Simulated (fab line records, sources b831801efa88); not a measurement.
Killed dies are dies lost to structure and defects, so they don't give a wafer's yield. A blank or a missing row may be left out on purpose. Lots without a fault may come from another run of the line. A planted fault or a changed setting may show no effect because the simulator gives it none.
Chamber matching | flow sky130 | SKY_LI_CONTACT_ETCH_15 on rie_diel-02: 4 sister chambers
The step etches PSG in C4F8/O2/Ar, stops on Si, target depth 600 nm. 14 wafers are shown with their chamber, then 7 later ones without.

WAFERS WITH THEIR CHAMBER
wafer  | chamber | oes_product_au (a.u.)
L079.4 | 3       | 0.838
L079.5 | 1       | 0.837
L079.6 | 2       | 0.840
L081.1 | 1       | 0.829
L081.2 | 3       | 0.839
L081.3 | 2       | 0.845
L081.4 | 0       | 0.835
L081.5 | 3       | 0.834
L081.6 | 0       | 0.838
L082.2 | 3       | 0.835
L082.4 | 2       | 0.837
L082.6 | 3       | 0.836
L083.1 | 0       | 0.834
L083.3 | 1       | 0.831

SIGNATURES (means of the wafers above)
reading        | chamber 0 | chamber 1 | chamber 2 | chamber 3 | scatter within a chamber
oes_product_au | 0.83567   | 0.83233   | 0.84067   | 0.83640   | 0.00305
Rule: a wafer's distance from a chamber is the root of the sum, over the readings, of the square of ((its reading less the chamber's mean) divided by the reading's scatter). The wafer belongs to the nearest chamber; if the next one is less than 2 further off, it can't be placed. The scatter: the root of (the sum of the squares of (reading less its chamber's mean) over the shown wafers, divided by (wafers less chambers)).

WAFERS WITHOUT THEIR CHAMBER
wafer  | oes_product_au (a.u.)
L083.4 | 0.832
L086.2 | 0.837
L086.5 | 0.833
L086.6 | 0.838
L090.1 | 0.841
L090.4 | 0.837
L090.6 | 0.837

WHICH CHAMBER EACH WENT THROUGH
wafer  | from the rows above               | in truth
L083.4 | can't be placed: 1 or 0 or 3      | 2
L086.2 | can't be placed: 3 or 0 or 2 or 1 | 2
L086.5 | can't be placed: 1 or 0 or 3      | 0
L086.6 | can't be placed: 3 or 0 or 2 or 1 | 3
L090.1 | can't be placed: 2 or 3 or 0      | 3
L090.4 | can't be placed: 3 or 0 or 2 or 1 | 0
L090.6 | can't be placed: 3 or 0 or 2 or 1 | 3
Placed correctly: 0 of 7. Can't be placed from these rows: 7 (the true chamber is among the candidates in 6). Placed wrongly: 0.
